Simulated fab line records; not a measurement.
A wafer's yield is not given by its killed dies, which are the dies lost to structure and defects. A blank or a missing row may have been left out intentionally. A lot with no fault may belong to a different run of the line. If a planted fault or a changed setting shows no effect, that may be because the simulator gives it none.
fab line records	flow sfq-line
record lots=5	wafers=23
route steps=325 shown L0@6 L0V@17 M0@29 I0@51 M1@62 I1@78 M3@122
start-h: hours from the record's first day to the start of the lot's first wafer shown	wait-h: hours from the lot's prior step to this one	" same as the row above	L1.1+2: one row covering several wafers at once	- no value, or no start was given	* or withheld: withheld	< > ~ a bound
route shown NAME@n: names a module that has steps shown in the file, with the first one's number in the route	usual: mean/standard deviation taken from wafers without a fault	same: alike in all rows	chamber/n: place in a boat	sites: per-site readings	_std_site: standard deviation across them	_edge_site: the outer-site mean with the inner-site mean subtracted	radius-mm: for every site, how far away it sits from the centre of the wafer	mask NAME#n: copy n	behind: the tool/chamber that last shaped the wafer	hold: why the lot was held/for how many hours/how that ended	device: which transistor (n, p or np) failed to switch	end of line: at the end of the route, the tests of the same wafers	for a step that has no rows: nothing shown but its recipe	killed: count of dies lost to structure and defects at first sort (not the wafer's yield)	map: the dies of a wafer, with x for killed, . for not killed, _ for no die there
set.NAME: the run value of the setting; set.NAME@STEP: its run value at that earlier step	model.NAME: the simulator's own value behind a step, which no gauge read
one table per step and one row per wafer, for lots whose settings were changed on purpose
## steps
# step SFQ_TRILAYER_L0_LITHO_COAT_010
# recipe resist=BARC	spin-rpm=3000	resist-thk-nm=62
lot.wafer	tool	chamber	start-h	wait-h	set.spin-rpm	model.BARC_of_TRILAYER_L0_LITHO_COAT_010.thk-nm
L075.2	litho-track-04	0	17.79	0.1	2839	63.51
L075.3	"	0	"	"	3000	61.87
L075.4	"	0	"	"	3000	62.04
L075.5	"	0	"	"	2839	63.75
L075.6	"	0	"	"	3000	61.77
L076.1	litho-track-04	0	22.74	0.1	3000	62.13
L076.2	"	0	"	"	3000	61.93
L076.3	"	0	"	"	3000	62
L076.4	"	0	"	"	3000	61.97
L076.5	"	0	"	"	3000	61.89
L080.1	litho-track-04	0	42.74	0.1	3000	62.02
L080.2	"	0	"	"	3159	60.41
L080.3	"	0	"	"	3159	60.36
L080.4	"	0	"	"	3000	62.14
L080.5	"	0	"	"	3000	61.84
L082.1+4	litho-track-03	0	52.74	0.1	3000	62.05
L082.3	"	0	"	"	3000	62.08
L082.5	"	0	"	"	3000	62.02
L082.6	"	0	"	"	3000	62.15
L085.1	litho-track-03	0	68.04	0.3	3000	62.21
L085.2	"	0	"	"	3000	62.03
L085.6	"	0	"	"	3000	62.19
# step SFQ_TRILAYER_L0_LITHO_PEB_008
# recipe peb-temp-c=115	peb-time-s=60	resist=KrF
lot.wafer	tool	chamber	start-h	wait-h	set.peb-temp-c
L075.2+5+6	litho-track-02	0	88.81	0.8	115
L075.3+4	"	0	"	"	113.6
L076.1+3+4	litho-track-02	0	93.59	1.0	118.3
L076.2+5	"	0	"	"	115
L080.1+3+5	litho-track-04	0	123.71	1.0	117.1
L080.2+4	"	0	"	"	115
L082.1+5	litho-track-04	0	135.71	1.0	115
L082.3+4+6	"	0	"	"	117.2
L085.1+2+6	litho-track-03	0	152.51	1.0	115
# step SFQ_TRILAYER_L0_LITHO_DEVELOP_007
# recipe time-s=60	resist=KrF
# step SFQ_TRILAYER_L0_BARC_OPEN_METAL_ETCH_010
# recipe mask-material=PR	chemistry=O2	target-depth-nm=125	target=BARC	icp-w=586.6	bias-w=80	pressure-mtorr=10	time-s=41.7
lot.wafer	tool	chamber	start-h	wait-h	set.peb-temp-c@TRILAYER_L0_LITHO_PEB_008	model.L0.cd-nm
L075.2+6	rie-metal-04	1,0	89.09	0.1	115	2000
L075.3+4	"	0,1	"	"	113.6	2027
L075.5	"	1	"	"	115	1999
L076.1	rie-metal-02	1	93.89	0.1	118.3	1947
L076.2+5	"	0,1	"	"	115	2003
L076.3	"	0	"	"	118.3	1950
L076.4	"	1	"	"	118.3	1948
L080.1	rie-metal-01	0	124.01	0.1	117.1	1963
L080.2	"	0	"	"	115	1999
L080.3+5	"	0	"	"	117.1	1964
L080.4	"	0	"	"	115	2000
L082.1	rie-metal-01	0	136.01	0.1	115	2002
L082.3	"	1	"	"	117.2	1962
L082.4	"	0	"	"	117.2	1963
L082.5	"	1	"	"	115	2000
L082.6	"	0	"	"	117.2	1965
L085.1	rie-metal-02	1	152.81	0.1	115	2000
L085.2+6	"	0	"	"	115	2001
# step SFQ_TRILAYER_L0_VIA_LITHO_COAT_018
# recipe resist=BARC	spin-rpm=3000	resist-thk-nm=62
lot.wafer	tool	chamber	start-h	wait-h	set.resist-thk-nm	model.BARC_of_TRILAYER_L0_VIA_LITHO_COAT_018.thk-nm
L075.2	litho-track-01	0	90.28	0.1	60.75	60.61
L075.3	"	0	"	"	60.75	60.76
L075.4	"	0	"	"	62	62.14
L075.5	"	0	"	"	62	62.15
L075.6	"	0	"	"	62	62.04
L076.1	litho-track-03	0	94.79	0.0	59.38	58.9
L076.2	"	0	"	"	59.38	59.12
L076.3+4	"	0	"	"	62	61.66
L076.5	"	0	"	"	59.38	59.15
L080.1	litho-track-04	0	125.80	0.0	59.87	59.84
L080.2	"	0	"	"	62	62.17
L080.3	"	0	"	"	62	62.19
L080.4	"	0	"	"	59.87	60.04
L080.5	"	0	"	"	62	62.1
L082.1	litho-track-01	0	137.09	0.0	62	61.98
L082.3	"	0	"	"	62	61.91
L082.4	"	0	"	"	62	61.97
L082.5	"	0	"	"	62	61.95
L082.6	"	0	"	"	62	61.84
L085.1	litho-track-01	0	153.73	0.0	62	62.09
L085.2	"	0	"	"	62	62.07
L085.6	"	0	"	"	62	62.12
# step SFQ_TRILAYER_L0_VIA_LITHO_COAT_013
# recipe resist=KrF	spin-rpm=3000	resist-thk-nm=650
# step SFQ_TRILAYER_L0_VIA_LITHO_SOFTBAKE_017
# recipe temp-c=withheld	time-s=withheld	resist=KrF
# step SFQ_TRILAYER_L0_VIA_LITHO_DEVELOP_015
# recipe time-s=60	resist=KrF
# step SFQ_TRILAYER_L0_VIA_BARC_OPEN_VIA_ETCH_021
# recipe mask-material=PR	chemistry=O2	target-depth-nm=125	target=BARC	source-w=500	bias-w=80	pressure-mtorr=30	time-s=41.7
lot.wafer	tool	chamber	start-h	wait-h	set.resist-thk-nm@TRILAYER_L0_VIA_LITHO_COAT_018	model.etch.depth-nm
L075.2	rie-diel-01	3	92.81	0.0	60.75	60.61
L075.3	"	2	"	"	60.75	-
L075.4+5	"	1,0	"	"	62	-
L075.6	"	1	"	"	62	62.04
L076.1	rie-diel-04	3	97.61	0.0	59.38	58.9
L076.2	"	2	"	"	59.38	59.12
L076.3+4	"	0,3	"	"	62	61.66
L076.5	"	0	"	"	59.38	59.15
L080.1+4	rie-diel-04	1,2	220.23	0.0	59.87	-
L080.2+5	"	3	"	"	62	-
L080.3	"	0	"	"	62	62.19
L082.1+3+5	rie-diel-03	3,0,0	234.63	0.0	62	-
L082.4	"	2	"	"	62	61.97
L082.6	"	3	"	"	62	61.84
L085.1	rie-diel-04	0	252.63	0.0	62	62.09
L085.2	"	1	"	"	62	62.07
L085.6	"	3	"	"	62	62.12
# step SFQ_TRILAYER_M0_DEP_SPUTTER_019
# recipe material=Nb	base-pressure-pa=1.33e-06	chamber-pressure-pa=0.1333	substrate-temp-c=20	resputter-cathode-voltage-v=400	target-thk-nm=200	power-w=2000	time-s=133.3
lot.wafer	tool	chamber	start-h	wait-h	set.time-s	model.Nb_of_TRILAYER_M0_DEP_SPUTTER_019.thk-nm
L075.2	pvd-sputter-05	-	93.72	0.0	133.3	200.1
L075.3	"	-	"	"	150.6	226.4
L075.4	"	-	"	"	150.6	228.3
L075.5	"	-	"	"	150.6	225.7
L075.6	"	-	"	"	133.3	202.3
L076.1	pvd-sputter-06	-	98.52	0.0	133.3	196.3
L076.2	"	-	"	"	133.3	199.2
L076.3	"	-	"	"	133.3	197.4
L076.4	"	-	"	"	133.3	197.1
L076.5	"	-	"	"	133.3	195.9
L080.1+5	pvd-sputter-03	-	221.13	0.0	122.3	183.1
L080.2	"	-	"	"	122.3	184.3
L080.3	"	-	"	"	133.3	201.2
L080.4	"	-	"	"	133.3	201.8
L082.1	pvd-sputter-03	-	235.51	0.0	139.7	211.4
L082.3	"	-	"	"	139.7	209.2
L082.4	"	-	"	"	133.3	201.4
L082.5	"	-	"	"	133.3	199.6
L082.6	"	-	"	"	133.3	202.5
L085.1	pvd-sputter-03	-	253.51	0.0	133.3	201.6
L085.2	"	-	"	"	133.3	200
L085.6	"	-	"	"	133.3	202.2
# step SFQ_M0_RS_MEAS_904
# recipe thk-meas-gauge=four-point-probe	reads=Nb_of_TRILAYER_M0_DEP_SPUTTER_019
# usual M0_NB_RS=0.891/0.0086
lot.wafer	tool	chamber	start-h	wait-h	set.time-s@TRILAYER_M0_DEP_SPUTTER_019	M0_NB_RS[ohm/sq]
L075.2	film-metro-04	-	93.83	0.1	133.3	0.888
L075.3	"	-	"	"	150.6	0.785
L075.4	"	-	"	"	150.6	0.778
L075.5	"	-	"	"	150.6	0.788
L075.6	"	-	"	"	133.3	0.879
L076.1	film-metro-03	-	98.61	0.0	133.3	0.907
L076.2	"	-	"	"	133.3	0.893
L076.3	"	-	"	"	133.3	0.900
L076.4	"	-	"	"	133.3	0.905
L076.5	"	-	"	"	133.3	0.908
L080.1	film-metro-01	-	221.22	0.0	122.3	0.973
L080.2	"	-	"	"	122.3	0.965
L080.3	"	-	"	"	133.3	0.884
L080.4	"	-	"	"	133.3	0.882
L080.5	"	-	"	"	122.3	0.972
L082.1	film-metro-01	-	235.60	0.0	139.7	0.842
L082.3	"	-	"	"	139.7	0.851
L082.4	"	-	"	"	133.3	0.885
L082.5	"	-	"	"	133.3	0.890
L082.6	"	-	"	"	133.3	0.880
L085.1	film-metro-01	-	253.60	0.0	133.3	0.880
L085.2	"	-	"	"	133.3	0.888
L085.6	"	-	"	"	133.3	0.880
# step SFQ_TRILAYER_M0_BARC_OPEN_METAL_ETCH_031
# recipe mask-material=PR	chemistry=O2	target-depth-nm=125	target=BARC	icp-w=600	bias-w=80	pressure-mtorr=10	time-s=41.7
lot.wafer	tool	chamber	start-h	wait-h	set.time-s
L075.2+4	rie-metal-04	0,1	181.65	0.0	41.7
L075.3+5+6	"	0,1,0	"	"	46.63
L076.1+3+5	rie-metal-03	0,1,1	185.25	0.0	41.7
L076.2+4	"	1,0	"	"	40.05
L080.1+5	rie-metal-01	0	231.26	0.0	43.35
L080.2+3+4	"	1,1,0	"	"	41.7
L082.1+3+4+5+6	rie-metal-01	0,1,0,1,0	238.46	0.0	41.7
L085.1+2+6	rie-metal-03	1,0,0	256.07	0.0	41.7
# step SFQ_TRILAYER_M0_ETCH_METAL_ETCH_024
# recipe target=Nb	stop-on=SiO2	mask-material=PR	chemistry=Cl2/Ar	target-depth-nm=240	icp-w=600	bias-w=80	pressure-mtorr=10	time-s=120
# usual oes-product-au=0.892/0.0055
lot.wafer	tool	chamber	start-h	wait-h	set.pressure-mtorr	set.time-s@TRILAYER_M0_DEP_SPUTTER_019	oes-product-au
L075.2	rie-metal-04	0	181.71	0.0	11.3	133.3	0.889
L075.3	"	0	"	"	11.3	150.6	0.962
L075.4	"	1	"	"	11.3	150.6	0.963
L075.5	"	1	"	"	11.3	150.6	0.959
L075.6	"	0	"	"	11.3	133.3	0.896
L076.1	rie-metal-03	0	185.31	0.0	11.28	133.3	0.882
L076.2	"	1	"	"	11.28	133.3	0.884
L076.3	"	1	"	"	11.28	133.3	0.884
L076.4	"	0	"	"	11.28	133.3	0.892
L076.5	"	1	"	"	11.28	133.3	0.886
L080.1	rie-metal-01	0	231.32	0.0	9.053	122.3	0.852
L080.2	"	1	"	"	9.053	122.3	0.852
L080.3	"	1	"	"	9.053	133.3	0.896
L080.4	"	0	"	"	9.053	133.3	0.895
L080.5	"	0	"	"	9.053	122.3	0.857
L082.1	rie-metal-01	0	238.52	0.0	10	139.7	0.921
L082.3	"	1	"	"	10	139.7	0.912
L082.4	"	0	"	"	10	133.3	0.898
L082.5	"	1	"	"	10	133.3	0.890
L082.6	"	0	"	"	10	133.3	0.895
L085.1	rie-metal-03	1	256.13	0.0	10	133.3	0.895
L085.2	"	0	"	"	10	133.3	0.902
L085.6	"	0	"	"	10	133.3	0.897
# step SFQ_TRILAYER_I0_VIA_LITHO_PEB_034
# recipe peb-temp-c=115	peb-time-s=60	resist=KrF
lot.wafer	tool	chamber	start-h	wait-h	set.peb-temp-c
L075.2+5	litho-track-04	0	285.92	0.8	118.3
L075.3+4+6	"	0	"	"	115
L076.1+2+3+4+5	litho-track-04	0	290.69	1.0	115
L080.1+2+3	litho-track-04	0	352.93	1.0	113.1
L080.4+5	"	0	"	"	115
L082.1+5+6	litho-track-01	0	366.13	1.0	115
L082.3+4	"	0	"	"	116.2
L085.1+2+6	litho-track-01	0	386.66	1.0	115
# step SFQ_TRILAYER_I0_VIA_LITHO_DEVELOP_033
# recipe time-s=60	resist=KrF
# step SFQ_TRILAYER_I0_VIA_BARC_OPEN_VIA_ETCH_046
# recipe mask-material=PR	chemistry=O2	target-depth-nm=125	target=BARC	source-w=484.6	bias-w=80	pressure-mtorr=30	time-s=41.7
lot.wafer	tool	chamber	start-h	wait-h	set.peb-temp-c@TRILAYER_I0_VIA_LITHO_PEB_034	model.I0.cd-nm
L075.2	rie-diel-03	3	286.23	0.0	118.3	556
L075.3	"	1	"	"	115	502.2
L075.4	"	0	"	"	115	500.4
L075.5	"	0	"	"	118.3	554.2
L075.6	"	3	"	"	115	502.7
L076.1	rie-diel-02	3	291.03	0.0	115	501.1
L076.2	"	2	"	"	115	500.7
L076.3	"	0	"	"	115	501.4
L076.4	"	1	"	"	115	500.2
L076.5	"	1	"	"	115	502.3
L080.1	rie-diel-03	2	353.27	0.0	113.1	461.3
L080.2	"	1	"	"	113.1	462.9
L080.3	"	0	"	"	113.1	461
L080.4	"	3	"	"	115	498.9
L080.5	"	2	"	"	115	498.7
L082.1	rie-diel-03	2	366.47	0.0	115	497.6
L082.3	"	1	"	"	116.2	521.6
L082.4	"	3	"	"	116.2	519.6
L082.5	"	3	"	"	115	498.9
L082.6	"	0	"	"	115	499.1
L085.1	rie-diel-02	0	386.99	0.0	115	498.5
L085.2	"	2	"	"	115	499.3
L085.6	"	1	"	"	115	497.9
# step SFQ_TRILAYER_M1_LITHO_COAT_044
# recipe resist=BARC	spin-rpm=3000	resist-thk-nm=62
lot.wafer	tool	chamber	start-h	wait-h	set.spin-rpm	model.BARC_of_TRILAYER_M1_LITHO_COAT_044.thk-nm
L075.2	litho-track-02	0	287.51	0.1	3000	61.98
L075.3+4	"	0	"	"	3000	61.93
L075.5	"	0	"	"	2904	63
L075.6	"	0	"	"	2904	62.92
L076.1+4	litho-track-04	0	292.26	0.1	3000	61.97
L076.2	"	0	"	"	3000	62.05
L076.3	"	0	"	"	3000	62.08
L076.5	"	0	"	"	3000	62.06
L080.1	litho-track-03	0	354.50	0.1	3000	61.98
L080.2	"	0	"	"	2888	63.2
L080.3	"	0	"	"	3000	61.9
L080.4	"	0	"	"	2888	63.09
L080.5	"	0	"	"	3000	62
L082.1	litho-track-02	0	368.50	0.1	2865	63.21
L082.3	"	0	"	"	3000	61.75
L082.4	"	0	"	"	2865	63.13
L082.5	"	0	"	"	3000	61.87
L082.6	"	0	"	"	2865	62.94
L085.1	litho-track-04	0	388.22	0.1	3000	61.88
L085.2	"	0	"	"	3000	61.99
L085.6	"	0	"	"	3000	61.89
# step SFQ_TRILAYER_M1_LITHO_COAT_039
# recipe resist=KrF	spin-rpm=3000	resist-thk-nm=600
lot.wafer	tool	chamber	start-h	wait-h	set.spin-rpm	model.KrF_of_TRILAYER_M1_LITHO_COAT_039.thk-nm
L075.2	litho-track-02	0	287.81	0.2	3181	581.3
L075.3	"	0	"	"	3181	583.9
L075.4	"	0	"	"	3000	598.7
L075.5	"	0	"	"	3181	584.3
L075.6	"	0	"	"	3000	600.3
L076.1	litho-track-04	0	292.56	0.2	3000	597.4
L076.2	"	0	"	"	3063	591.7
L076.3	"	0	"	"	3063	592.3
L076.4	"	0	"	"	3000	597.9
L076.5	"	0	"	"	3000	596.8
L080.1	litho-track-03	0	354.80	0.2	3000	601.9
L080.2	"	0	"	"	3000	600.5
L080.3	"	0	"	"	3000	601.1
L080.4	"	0	"	"	3000	601.2
L080.5	"	0	"	"	3000	600.9
L082.1	litho-track-02	0	368.80	0.2	3000	598.4
L082.3	"	0	"	"	3000	599.6
L082.4	"	0	"	"	2901	607.8
L082.5	"	0	"	"	3000	599.8
L082.6	"	0	"	"	2901	610
L085.1	litho-track-04	0	388.52	0.2	3000	598.6
L085.2	"	0	"	"	3000	598.1
L085.6	"	0	"	"	3000	599.6
# step SFQ_TRILAYER_M1_LITHO_SOFTBAKE_043
# recipe temp-c=withheld	time-s=withheld	resist=KrF
# step SFQ_TRILAYER_M1_LITHO_EXPOSE_040
# recipe mask-id=M1	na=0.6	source-shape=conventional	sigma-outer=0.65	target-cd-nm=500	dose-mj=14.4
# step SFQ_TRILAYER_M1_LITHO_DEVELOP_041
# recipe time-s=60	resist=KrF
# step SFQ_TRILAYER_M1_BARC_OPEN_METAL_ETCH_054
# recipe mask-material=PR	chemistry=O2	target-depth-nm=125	target=BARC	icp-w=600	bias-w=80	pressure-mtorr=10	time-s=41.7
lot.wafer	tool	chamber	start-h	wait-h	set.time-s@TRILAYER_M0_BARC_OPEN_METAL_ETCH_031	set.spin-rpm@TRILAYER_M1_LITHO_COAT_039	model.KrF_of_TRILAYER_M1_LITHO_COAT_039.thk-nm	model.etch.depth-nm
L075.2	rie-metal-01	1	420.69	0.0	41.7	3181	504.8	61.98
L075.3	"	0	"	"	46.63	3181	507.9	-
L075.4	"	1	"	"	41.7	3000	522.3	-
L075.5	"	1	"	"	46.63	3181	508	-
L075.6	"	0	"	"	46.63	3000	524.2	62.92
L076.1	rie-metal-01	0	425.49	0.0	41.7	3000	520.9	61.97
L076.2	"	1	"	"	40.05	3063	514.5	62.05
L076.3	"	1	"	"	41.7	3063	514.9	62.08
L076.4	"	0	"	"	40.05	3000	521.1	61.97
L076.5	"	1	"	"	41.7	3000	520	62.06
L080.1	rie-metal-02	1	491.40	0.0	43.35	3000	525.2	-
L080.2	"	0	"	"	41.7	3000	523.4	-
L080.3	"	0	"	"	41.7	3000	523.7	61.9
L080.4	"	1	"	"	41.7	3000	524.3	-
L080.5	"	0	"	"	43.35	3000	523.8	-
L082.1	rie-metal-04	0	509.40	0.0	41.7	3000	520	-
L082.3	"	0	"	"	41.7	3000	521.4	-
L082.4	"	1	"	"	41.7	2901	530.1	63.13
L082.5	"	1	"	"	41.7	3000	521.8	-
L082.6	"	0	"	"	41.7	2901	531.5	62.94
L085.1	rie-metal-04	0	533.40	0.0	41.7	3000	520.1	61.88
L085.2	"	1	"	"	41.7	3000	519.5	61.99
L085.6	"	0	"	"	41.7	3000	521	61.89
# step SFQ_TRILAYER_I1_VIA_LITHO_COAT_049
# recipe resist=KrF	spin-rpm=3000	resist-thk-nm=650
lot.wafer	tool	chamber	start-h	wait-h	set.resist-thk-nm	model.KrF_of_TRILAYER_I1_VIA_LITHO_COAT_049.thk-nm
L075.2	litho-track-01	0	426.42	0.2	650	652.9
L075.3	"	0	"	"	650	651.4
L075.4	"	0	"	"	611.8	612.8
L075.5	"	0	"	"	611.8	613.3
L075.6	"	0	"	"	650	651.5
L076.1	litho-track-01	0	432.37	0.2	650	652.6
L076.2	"	0	"	"	688.9	692
L076.3	"	0	"	"	650	651.5
L076.4	"	0	"	"	688.9	689.5
L076.5	"	0	"	"	688.9	690.2
L080.1	litho-track-01	0	498.77	0.2	650	653.5
L080.2	"	0	"	"	675.8	679.9
L080.3	"	0	"	"	675.8	680.2
L080.4	"	0	"	"	650	654.1
L080.5	"	0	"	"	650	654.2
L082.1	litho-track-04	0	515.06	0.2	615.6	614.1
L082.3	"	0	"	"	650	649.7
L082.4	"	0	"	"	650	648.6
L082.5	"	0	"	"	615.6	614.4
L082.6	"	0	"	"	650	648.2
L085.1	litho-track-01	0	539.10	0.2	650	653.5
L085.2	"	0	"	"	650	653.2
L085.6	"	0	"	"	650	653.4
# step SFQ_TRILAYER_M3_LITHO_COAT_080
# recipe resist=BARC	spin-rpm=3000	resist-thk-nm=62
lot.wafer	tool	chamber	start-h	wait-h	set.resist-thk-nm	model.BARC_of_TRILAYER_M3_LITHO_COAT_080.thk-nm
L075.2	litho-track-02	0	769.78	0.1	58.96	59.13
L075.3	"	0	"	"	58.96	59.06
L075.4	"	0	"	"	62	61.87
L075.5	"	0	"	"	62	62.01
L075.6	"	0	"	"	62	62.26
L076.1	litho-track-04	0	776.48	0.1	64.34	64.02
L076.2	"	0	"	"	62	62
L076.3	"	0	"	"	64.34	64.1
L076.4	"	0	"	"	62	61.87
L076.5	"	0	"	"	62	61.79
L080.1	litho-track-03	0	833.13	0.1	58.35	58.22
L080.2	"	0	"	"	58.35	58.41
L080.3	"	0	"	"	62	62.09
L080.4	"	0	"	"	58.35	58.29
L080.5	"	0	"	"	62	62.01
L082.1	litho-track-02	0	849.66	0.1	64.04	64.32
L082.3	"	0	"	"	62	62.32
L082.4+6	"	0	"	"	64.04	64.45
L082.5	"	0	"	"	62	62.22
L085.1	litho-track-04	0	875.66	0.1	62	61.89
L085.2	"	0	"	"	62	61.94
L085.6	"	0	"	"	62	62.02
# step SFQ_TRILAYER_M3_LITHO_COAT_075
# recipe resist=KrF	spin-rpm=3000	resist-thk-nm=600
# step SFQ_TRILAYER_M3_LITHO_SOFTBAKE_079
# recipe temp-c=withheld	time-s=withheld	resist=KrF
# step SFQ_TRILAYER_M3_LITHO_DEVELOP_077
# recipe time-s=60	resist=KrF
# step SFQ_TRILAYER_M3_BARC_OPEN_METAL_ETCH_100
# recipe mask-material=PR	chemistry=O2	target-depth-nm=125	target=BARC	icp-w=600	bias-w=79.03	pressure-mtorr=10	time-s=41.7
lot.wafer	tool	chamber	start-h	wait-h	set.resist-thk-nm@TRILAYER_M3_LITHO_COAT_080	model.etch.depth-nm
L075.2	rie-metal-04	0	772.10	0.0	58.96	59.13
L075.3	"	0	"	"	58.96	-
L075.4+5	"	1	"	"	62	-
L075.6	"	0	"	"	62	62.26
L076.1	rie-metal-02	0	781.25	0.0	64.34	64.02
L076.2	"	1	"	"	62	62
L076.3	"	0	"	"	64.34	64.1
L076.4	"	1	"	"	62	61.87
L076.5	"	0	"	"	62	61.79
L080.1+2+4	rie-metal-04	1,0,1	835.41	0.0	58.35	-
L080.3	"	0	"	"	62	62.09
L080.5	"	1	"	"	62	-
L082.1	rie-metal-02	0	869.43	0.0	64.04	-
L082.3+5	"	1	"	"	62	-
L082.4+6	"	0	"	"	64.04	64.45
L085.1	rie-metal-04	0	1006.16	0.0	62	61.89
L085.2	"	1	"	"	62	61.94
L085.6	"	1	"	"	62	62.02
## key
split step=SFQ_TRILAYER_L0_LITHO_COAT_010	setting=spin-rpm	stated=3000	by=wafer
response step=SFQ_TRILAYER_L0_LITHO_COAT_010	reading=model.BARC_of_TRILAYER_L0_LITHO_COAT_010.thk-nm	change=-0.315	per=1%	r=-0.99
split step=SFQ_TRILAYER_L0_LITHO_PEB_008	setting=peb-temp-c	stated=115	by=wafer
response step=SFQ_TRILAYER_L0_BARC_OPEN_METAL_ETCH_010	reading=model.L0.cd-nm	change=-19.5	per=1%	r=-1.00
split step=SFQ_TRILAYER_L0_VIA_LITHO_COAT_018	setting=resist-thk-nm	stated=62	by=wafer
response step=SFQ_TRILAYER_L0_VIA_LITHO_COAT_018	reading=model.BARC_of_TRILAYER_L0_VIA_LITHO_COAT_018.thk-nm	change=+0.638	per=1%	r=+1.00
response step=SFQ_TRILAYER_L0_VIA_BARC_OPEN_VIA_ETCH_021	reading=model.etch.depth-nm	change=+0.625	per=1%	r=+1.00
split step=SFQ_TRILAYER_M0_DEP_SPUTTER_019	setting=time-s	stated=133.3	by=wafer
response step=SFQ_TRILAYER_M0_DEP_SPUTTER_019	reading=model.Nb_of_TRILAYER_M0_DEP_SPUTTER_019.thk-nm	change=+2.02	per=1%	r=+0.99
response step=SFQ_M0_RS_MEAS_904	reading=M0_NB_RS	change=-0.00849	per=1%	r=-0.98
response step=SFQ_TRILAYER_M0_ETCH_METAL_ETCH_024	reading=oes-product-au	change=+0.00518	per=1%	r=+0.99
split step=SFQ_TRILAYER_M0_BARC_OPEN_METAL_ETCH_031	setting=time-s	stated=41.7	by=wafer
response step=SFQ_TRILAYER_M1_BARC_OPEN_METAL_ETCH_054	reading=model.etch.depth-nm	change=+0.0645	per=1%	r=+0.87
split step=SFQ_TRILAYER_M0_ETCH_METAL_ETCH_024	setting=pressure-mtorr	stated=10	by=lot
response none clear
split step=SFQ_TRILAYER_I0_VIA_LITHO_PEB_034	setting=peb-temp-c	stated=115	by=wafer
response step=SFQ_TRILAYER_I0_VIA_BARC_OPEN_VIA_ETCH_046	reading=model.I0.cd-nm	change=+19.7	per=1%	r=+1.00
split step=SFQ_TRILAYER_M1_LITHO_COAT_044	setting=spin-rpm	stated=3000	by=wafer
response step=SFQ_TRILAYER_M1_LITHO_COAT_044	reading=model.BARC_of_TRILAYER_M1_LITHO_COAT_044.thk-nm	change=-0.302	per=1%	r=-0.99
split step=SFQ_TRILAYER_M1_LITHO_COAT_039	setting=spin-rpm	stated=3000	by=wafer
response step=SFQ_TRILAYER_M1_LITHO_COAT_039	reading=model.KrF_of_TRILAYER_M1_LITHO_COAT_039.thk-nm	change=-2.74	per=1%	r=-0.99
response step=SFQ_TRILAYER_M1_BARC_OPEN_METAL_ETCH_054	reading=model.KrF_of_TRILAYER_M1_LITHO_COAT_039.thk-nm	change=-2.77	per=1%	r=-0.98
split step=SFQ_TRILAYER_I1_VIA_LITHO_COAT_049	setting=resist-thk-nm	stated=650	by=wafer
response step=SFQ_TRILAYER_I1_VIA_LITHO_COAT_049	reading=model.KrF_of_TRILAYER_I1_VIA_LITHO_COAT_049.thk-nm	change=+6.53	per=1%	r=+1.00
split step=SFQ_TRILAYER_M3_LITHO_COAT_080	setting=resist-thk-nm	stated=62	by=wafer
response step=SFQ_TRILAYER_M3_LITHO_COAT_080	reading=model.BARC_of_TRILAYER_M3_LITHO_COAT_080.thk-nm	change=+0.618	per=1%	r=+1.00
response step=SFQ_TRILAYER_M3_BARC_OPEN_METAL_ETCH_100	reading=model.etch.depth-nm	change=+0.602	per=1%	r=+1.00
